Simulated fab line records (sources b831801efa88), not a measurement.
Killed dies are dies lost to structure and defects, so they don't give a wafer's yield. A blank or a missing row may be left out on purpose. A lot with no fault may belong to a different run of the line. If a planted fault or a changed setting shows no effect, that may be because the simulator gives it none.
Which tool is to blame?    flow sky130    12 lots with 36 wafers sampled at 5 steps, on a route of 708 steps

## WHAT THE GAUGES SHOWED, per wafer
SKY_VT_ADJUST_NCORE_CD_MEAS_07 targets a cd of 380 nm. Usual: cd-nm 379.3 nm, standard deviation 2.6.
lot   measured      on         cd-nm (nm)         flag
L880  day 9 21:50   cd-sem-01  377.0 378.3 379.6  
L876  day 9 22:57   cd-sem-01  383.4 383.7 381.4  
L878  day 9 23:51   cd-sem-01  369.3 372.2 374.3  
L879  day 10 01:39  cd-sem-02  377.4 381.4 379.2  
L882  day 10 14:02  cd-sem-01  379.4 379.4 378.3  
L886  day 11 15:32  cd-sem-01  379.6 378.2 378.7  
L889  day 12 14:02  cd-sem-01  378.2 379.2 376.3  
L894  day 14 07:02  cd-sem-01  378.0 377.3 378.3  
L896  day 14 22:01  cd-sem-01  383.4 382.0 381.8  
L897  day 15 00:16  cd-sem-01  381.1 379.8 378.5  
L898  day 15 10:36  cd-sem-02  379.0 380.0 379.5  
L899  day 15 16:07  cd-sem-02  382.9 382.3 380.6  

SKY_SONOS_TUNNEL_CD_MEAS_07 targets a cd of 410 nm. Usual: cd-nm 409.5 nm, standard deviation 2.
lot   measured      on         cd-nm (nm)         flag
L880  day 12 22:39  cd-sem-01  410.6 410.4 407.3  
L876  day 13 01:00  cd-sem-02  411.2 410.3 407.4  
L878  day 13 03:03  cd-sem-02  409.2 406.5 408.3  
L879  day 13 04:39  cd-sem-01  407.5 406.9 409.8  
L882  day 13 18:14  cd-sem-02  411.9 408.9 410.7  
L886  day 14 23:15  cd-sem-01  413.1 411.0 412.0  
L889  day 16 00:23  cd-sem-01  409.4 408.6 409.5  
L894  day 17 20:09  cd-sem-02  411.0 410.2 412.7  
L896  day 18 13:07  cd-sem-02  408.2 407.0 408.2  
L897  day 18 14:13  cd-sem-01  410.0 409.7 409.7  
L898  day 19 01:42  cd-sem-01  408.7 409.7 410.6  
L899  day 19 07:13  cd-sem-01  411.7 411.0 409.7  

SKY_GATE_OXIDE_THK_MEAS_02. Usual: GATE_OXIDE_OXIDATION_00_THK gives 10.18 nm (standard deviation 0.19).
lot   measured      on             GATE_OXIDE_OXIDATION_00_THK (nm)     flag
L880  day 14 12:09  film-metro-03  16.15 16.50 16.50 16.21 16.48 16.49  OFF
L876  day 14 13:30  film-metro-02  10.23 10.31 10.21                    
L878  day 14 16:47  film-metro-03  10.22 9.98 10.20                     
L879  day 14 17:46  film-metro-03  10.39 10.42 10.37                    
L882  day 15 07:32  film-metro-03  10.40 10.41 10.26                    
L886  day 16 18:46  film-metro-02  16.18 16.28 15.78 16.19 16.30 15.85  OFF
L889  day 17 15:19  film-metro-01  10.38 10.45 10.22                    
L894  day 19 11:16  film-metro-02  10.50 10.46 10.35                    
L896  day 20 07:30  film-metro-02  10.14 10.18 10.33                    
L897  day 20 08:43  film-metro-02  9.99 10.17 10.17                     
L898  day 20 18:51  film-metro-02  9.97 9.81 10.06                      
L899  day 20 22:17  film-metro-03  10.09 10.09 10.15                    

## WHICH TOOL RAN EACH LOT (tool, then ch and the chambers of the sampled wafers, then the start)
lot   SKY_VT_ADJUST_PCH_STRIP_09            SKY_GATE_OXIDE_OXIDATION_01
L880  plasma-asher-02 ch 0,1, day 11 21:38  furnace-02 ch 0, day 14 08:34 and furnace-01 ch 0, day 14 10:44
L876  plasma-asher-04 ch 0,1, day 11 23:59  furnace-01 ch 0, day 14 12:05
L878  plasma-asher-04 ch 0,1, day 12 01:35  furnace-02 ch 0, day 14 15:22
L879  plasma-asher-01 ch 0,1, day 12 02:47  furnace-01 ch 0, day 14 16:22
L882  plasma-asher-01 ch 0,1, day 12 16:31  furnace-02 ch 0, day 15 06:07
L886  plasma-asher-04 ch 0,1, day 13 19:56  furnace-02 ch 0, day 16 14:25
L889  plasma-asher-04 ch 0,1, day 14 19:13  furnace-01 ch 0, day 17 13:53
L894  plasma-asher-01 ch 1, day 16 16:29    furnace-01 ch 0, day 19 09:52
L896  plasma-asher-02 ch 0,1, day 17 07:29  furnace-01 ch 0, day 20 06:05
L897  plasma-asher-01 ch 0,1, day 17 09:01  furnace-02 ch 0, day 20 07:17
L898  plasma-asher-01 ch 0,1, day 17 19:05  furnace-02 ch 0, day 20 17:26
L899  plasma-asher-02 ch 0,1, day 18 00:50  furnace-02 ch 0, day 20 20:52
- SKY_VT_ADJUST_PCH_STRIP_09: strips in O2/N2.
- SKY_GATE_OXIDE_OXIDATION_01: stabilise 600 s, purge 300 s, target thk 10.268 nm.

## AS READ BY THE TOOLS THEMSELVES (means over the sampled wafers that have a number; for cases with no such wafer, the mark the record gives instead)
SKY_VT_ADJUST_PCH_STRIP_09. Usual: drypump-motor-current-A 6.2 A, standard deviation 0.45; oes-product-au 0.722 a.u., standard deviation 0.0041; strip-time-to-endpoint-s 36.95 s, standard deviation 0.11.
lot   tool             drypump-motor-current-A (A)  oes-product-au (a.u.)  strip-time-to-endpoint-s (s)  flag
L880  plasma-asher-02  5.6                          0.724                  37.13                         
L876  plasma-asher-04  6.6                          0.723                  36.86                         
L878  plasma-asher-04  6.6                          0.723                  36.87                         
L879  plasma-asher-01  5.9                          0.720                  36.95                         
L882  plasma-asher-01  5.9                          0.720                  36.96                         
L886  plasma-asher-04  6.6                          0.720                  36.96                         
L889  plasma-asher-04  6.6                          0.725                  36.99                         
L894  plasma-asher-01  6.3                          0.723                  36.90                         
L896  plasma-asher-02  5.6                          0.720                  36.85                         
L897  plasma-asher-01  6.1                          0.721                  36.75                         
L898  plasma-asher-01  5.9                          0.727                  36.97                         
L899  plasma-asher-02  5.6                          0.721                  37.09                         

SKY_GATE_OXIDE_OXIDATION_01. Usual: spike-tc-lower-C 901.2 C, standard deviation 1.2; spike-tc-upper-C 900.2 C, standard deviation 1.1; tube-center-temp-C 899.99 C, standard deviation 0.088; tube_center_temp_C_max 902.3, standard deviation 0.39.
lot   tool                   spike-tc-lower-C (C)  spike-tc-upper-C (C)  tube-center-temp-C (C)  tube_center_temp_C_max  flag
L880  furnace-02/furnace-01  901.6                 900.5                 900.01                  902.1                   
L876  furnace-01             901.7                 900.7                 900.03                  902.3                   
L878  furnace-02             900.5                 900.1                 899.92                  902.4                   
L879  furnace-01             902.0                 900.5                 899.99                  902.1                   
L882  furnace-02             900.2                 899.6                 900.03                  902.3                   
L886  furnace-02             900.2                 900.3                 900.02                  902.5                   
L889  furnace-01             902.1                 901.1                 899.98                  902.3                   
L894  furnace-01             901.9                 900.9                 899.93                  902.8                   
L896  furnace-01             901.9                 901.3                 900.03                  902.1                   
L897  furnace-02             901.1                 901.2                 900.00                  902.4                   
L898  furnace-02             901.3                 899.9                 900.06                  902.2                   
L899  furnace-02             900.7                 898.8                 900.01                  902.7                   

## THE ANSWER, worked out from the rows above alone
Rule: take the mean of a lot's wafers that have a number; if it is more than 3 standard deviations from the usual mean, the lot is off. A lot without any number at a reading at which 4 lots or more have one is off too. All remaining lots with rows at the step are treated as sound. The gauges are gone through in route order, then the tools' own readings, and for those a lot's mean is taken as printed above. The first step at which some lot is off is used, and at that step the reading that is off furthest; a lot without a number counts as furthest.
Off: at SKY_GATE_OXIDE_THK_MEAS_02 (GATE_OXIDE_OXIDATION_00_THK), L880, L886.
A tool fits if, at a process step before that reading, it ran every lot that is off, and no sound lot after the first of them. Gauges at SKY_GATE_OXIDE_THK_MEAS_02: tried the same way as those tools. Not one of the candidates tried fits.

## WHAT THE SIMULATOR PUT IN
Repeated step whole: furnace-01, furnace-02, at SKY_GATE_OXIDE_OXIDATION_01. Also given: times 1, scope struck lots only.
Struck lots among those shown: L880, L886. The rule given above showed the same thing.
